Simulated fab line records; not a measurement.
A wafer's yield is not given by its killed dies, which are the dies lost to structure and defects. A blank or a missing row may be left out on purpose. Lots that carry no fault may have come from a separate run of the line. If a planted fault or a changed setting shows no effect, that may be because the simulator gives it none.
Matching of chambers + flow gf180mcu + GF_V4_CMP_26 on cmp-01 has 4 sister chambers
The step polishes, stops on SiO2, t overpolish 15 s, target thk 0 nm. 8 wafers are shown with their chamber, then 10 later ones without.

## WAFERS, EACH WITH ITS CHAMBER
| wafer  | chamber | time-to-endpoint-s (s) | motor-current-A (A) |
|--------|---------|------------------------|---------------------|
| L213.3 | 2       | 93                     | 12.1                |
| L213.5 | 0       | 88                     | 11.8                |
| L213.6 | 1       | 85                     | 12.4                |
| L212.1 | 2       | 93                     | 11.6                |
| L212.2 | 0       | 84                     | 11.3                |
| L212.4 | 3       | 92                     | 12.3                |
| L215.3 | 3       | 90                     | 12.1                |
| L215.4 | 1       | 86                     | 11.3                |

## WAFERS WITH NO CHAMBER GIVEN
| wafer  | time-to-endpoint-s (s) | motor-current-A (A) |
|--------|------------------------|---------------------|
| L215.5 | 93                     | 11.6                |
| L216.2 | 90                     | 11.6                |
| L216.3 | 94                     | 12.5                |
| L216.6 | 92                     | 12.6                |
| L222.1 | 88                     | 11.9                |
| L222.3 | 88                     | 13.2                |
| L222.5 | 82                     | 11.5                |
| L223.2 | 88                     | 11.6                |
| L223.3 | 85                     | 11.8                |
| L223.5 | 92                     | 12.1                |

## CHAMBER TAKEN BY EACH
| wafer  | from the rows above               | in truth |
|--------|-----------------------------------|----------|
| L215.5 | can't be placed: 2 or 3           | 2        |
| L216.2 | can't be placed: 3 or 2 or 0 or 1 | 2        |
| L216.3 | can't be placed: 2 or 3           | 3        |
| L216.6 | can't be placed: 3 or 2           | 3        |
| L222.1 | can't be placed: 0 or 1 or 3 or 2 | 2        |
| L222.3 | can't be placed: 3 or 1 or 0 or 2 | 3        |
| L222.5 | can't be placed: 1 or 0           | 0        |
| L223.2 | can't be placed: 0 or 1 or 3 or 2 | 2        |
| L223.3 | can't be placed: 1 or 0           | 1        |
| L223.5 | can't be placed: 3 or 2           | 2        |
0 of 10 placed correctly. Can't be placed from these rows: 10 (the true chamber is among the candidates in 10). Number placed wrongly: 0.
How it was worked out, from the rows above alone: a wafer's distance from a chamber is the root of the sum, over the readings, of the square of ((its reading less the chamber's mean) divided by the reading's scatter). The wafer belongs to the nearest chamber; if the next one is less than 2 further off, it can't be placed. Each chamber's mean is taken over the wafers shown for it. How the scatter is found: for the shown wafers, subtract from each reading the mean of its chamber, square and add these, divide the total by (wafers less chambers), then take the root.
